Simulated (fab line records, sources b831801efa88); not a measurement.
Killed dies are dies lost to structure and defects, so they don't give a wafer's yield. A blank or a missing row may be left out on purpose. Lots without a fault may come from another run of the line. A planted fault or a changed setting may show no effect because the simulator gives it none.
A struck lot beside a sound one | flow sky130 | 18 steps out of a route of 708
Sound: wafers L431.1, L431.2, L431.4. Struck: wafers L440.3, L440.4, L440.5. The cause comes at the end.
At each step with rows: each side's tool, then ch and its chambers, then its first start. Under that, the readings that differ: sound wafers | struck wafers | difference of the means | sigmas: that difference in standard deviations of wafers without a fault.
alike: readings whose means differ by less than 2 such deviations, and words and numbers that are the same on both sides. not compared: withheld readings, readings that some wafer has no value for, bounds like >300 that may hide the same value, and numbers for which the record gives no deviation and whose values overlap.
The two part at a step that has a row with sigmas, a row that says differs or no value, or rows on one side only. Numbers that don't overlap but have no deviation are shown without sigmas and don't part them. A reading that every wafer of one side lacks parts them only if that side has two wafers or more.

first, 2 steps without rows for these wafers: SKY_GATE_OXIDE_CLEAN_00 (cleans in SC1/SC2, time 150 s); SKY_GATE_OXIDE_OXIDATION_01 (stabilise 600 s, purge 300 s, target thk 10.268 nm).
SKY_GATE_OXIDE_THK_MEAS_02:
  sound on film_metro-04, day 14 12:28; struck on film_metro-04, day 17 21:14
  reading                          | sound          | struck            | difference | sigmas
  GATE_OXIDE_OXIDATION_00_THK (nm) | 9.83 9.85 9.76 | 10.08 10.29 10.28 | +0.40      | +2
then, 7 steps without rows for these wafers: SKY_GATE_OXIDE_DEHYDRATE_03 (time 60 s); SKY_GATE_OXIDE_HMDS_04 (prime time 60 s); SKY_GATE_OXIDE_COAT_05 (resist thk 1140 nm); SKY_GATE_OXIDE_SOFTBAKE_06 (time 60 s); SKY_GATE_OXIDE_EXPOSE_07 (exposes mask LVOM, target cd 600 nm); SKY_GATE_OXIDE_PEB_08; SKY_GATE_OXIDE_DEVELOP_09 (develop time 60 s).
SKY_GATE_OXIDE_OVL_MEAS_10:
  sound on overlay-01, day 15 15:20; struck on overlay-01, day 19 03:49
  alike: GATE_OXIDE_OVL
then, 1 step without rows for these wafers: SKY_GATE_OXIDE_IMPLANT_11.
SKY_GATE_OXIDE_WET_ETCH_12: etches SiO2 in dHF, target depth 16.8 nm, time 336 s.
  sound on wet_bench-04 ch 2, day 15 15:31; struck on wet_bench-02 ch 1, day 19 03:59
  no value came back on the struck wafers for bath_heat_duty_pct (%), run_length_s (s); on the sound wafers bath_heat_duty_pct (%) reads 5.1 7.0 5.6
  reading                                    | sound             | struck            | difference | sigmas
  model.SiO2_of_FIELD_ISO_CVD_24.thk_nm (nm) | 364.7 364.1 365.1 | 383.5 383.6 383.6 | +18.9      |
SKY_GATE_OXIDE_STRIP_13: strips in O2/N2.
  sound on plasma_asher-01 ch 0,1, day 15 15:38; struck on plasma_asher-03 ch 0,1, day 19 04:08
  alike: drypump_motor_current_A, oes_product_au, strip_time_to_endpoint_s
  not compared: rf_hours_counter_h
SKY_GATE_OXIDE_TW_MEAS_14:
  sound on film_metro-02, day 15 15:44; struck on film_metro-02, day 19 04:13
  alike: GATE_OXIDE_TW
SKY_GATE_OXIDE_CLEAN_15: cleans in SC1/SC2, time 150 s.
  sound on wet_bench-02 ch 2, day 15 15:48; struck on wet_bench-02 ch 2, day 19 04:16
  reading                                    | sound           | struck            | difference | sigmas
  model.SiO2_of_FIELD_ISO_CVD_24.thk_nm (nm) | 364 363.4 364.4 | 382.8 382.9 382.9 | +18.9      |
  alike: bath_heat_duty_pct
then, 1 step without rows for these wafers: SKY_GATE_OXIDE_OXIDATION_16 (stabilise 600 s, purge 300 s, target thk 3.57 nm).
-- the record jumps here: 30 days lie between the struck wafers' starts before and after (it left off in module GATE_OXIDE and takes up again in module PAD_OPEN, whose first step shown is number 708 of the route) --
SKY_PAD_OPEN_PROBE_99:
  sound on prober-02, day 47 06:20; struck on prober-01, day 49 11:05
  reading             | sound    | struck      | difference | sigmas
  killed_at_front_end | 12 16 14 | 419 418 415 | +403       | +98
  killed_dies         | 86 98 88 | 492 492 492 | +401       | +46
  killed_on_rim       | 16 22 15 | 96 96 96    | +78        | +21
  alike: killed_at_M0_to_M3, killed_at_M4_up, killed_at_contacts, killed_at_other, killed_open, killed_short

WHERE THEY PART
First at SKY_GATE_OXIDE_THK_MEAS_02; last, within this record, at SKY_PAD_OPEN_PROBE_99.

WHY: what the simulator had put in
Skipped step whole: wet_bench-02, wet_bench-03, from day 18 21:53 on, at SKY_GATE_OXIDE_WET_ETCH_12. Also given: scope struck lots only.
